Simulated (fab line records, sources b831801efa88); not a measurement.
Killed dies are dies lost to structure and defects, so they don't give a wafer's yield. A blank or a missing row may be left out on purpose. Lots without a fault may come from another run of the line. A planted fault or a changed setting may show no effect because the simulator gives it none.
Chamber matching | flow sky130 | SKY_CAP2M_CVD_00 on pecvd-01: 3 sister chambers
The step deposits SiO2, target thk 15.5 nm. 6 wafers are shown with their chamber, then 10 later ones without.

WAFERS WITH THEIR CHAMBER
wafer  | chamber | heater_power_w (W)
L081.4 | 2       | 852
L083.3 | 1       | 657
L083.5 | 0       | 632
L083.6 | 1       | 670
L085.2 | 0       | 623
L085.3 | 2       | 837

WAFERS WITHOUT THEIR CHAMBER
wafer  | heater_power_w (W)
L085.6 | 630
L092.1 | 836
L092.4 | 746
L092.6 | 855
L093.2 | 613
L093.4 | 616
L093.6 | 701
L095.2 | 587
L095.5 | 712
L095.6 | 836

WHICH CHAMBER EACH WENT THROUGH
wafer  | from the rows above     | in truth
L085.6 | 0                       | 0
L092.1 | 2                       | 2
L092.4 | can't be placed: 1 or 2 | 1
L092.6 | 2                       | 2
L093.2 | 0                       | 0
L093.4 | 0                       | 0
L093.6 | 1                       | 1
L095.2 | 0                       | 0
L095.5 | 1                       | 1
L095.6 | 2                       | 2
Placed correctly: 9 of 10. Can't be placed from these rows: 1 (the true chamber is among the candidates in 1). Placed wrongly: 0.
How it was worked out, from the rows above alone: a wafer's distance from a chamber is the root of the sum, over the readings, of the square of ((its reading less the chamber's mean) divided by the reading's scatter). The wafer belongs to the nearest chamber; if the next one is less than 2 further off, it can't be placed. A chamber's mean is the mean of its shown wafers. The scatter: the root of (the sum of the squares of (reading less its chamber's mean) over the shown wafers, divided by (wafers less chambers)).
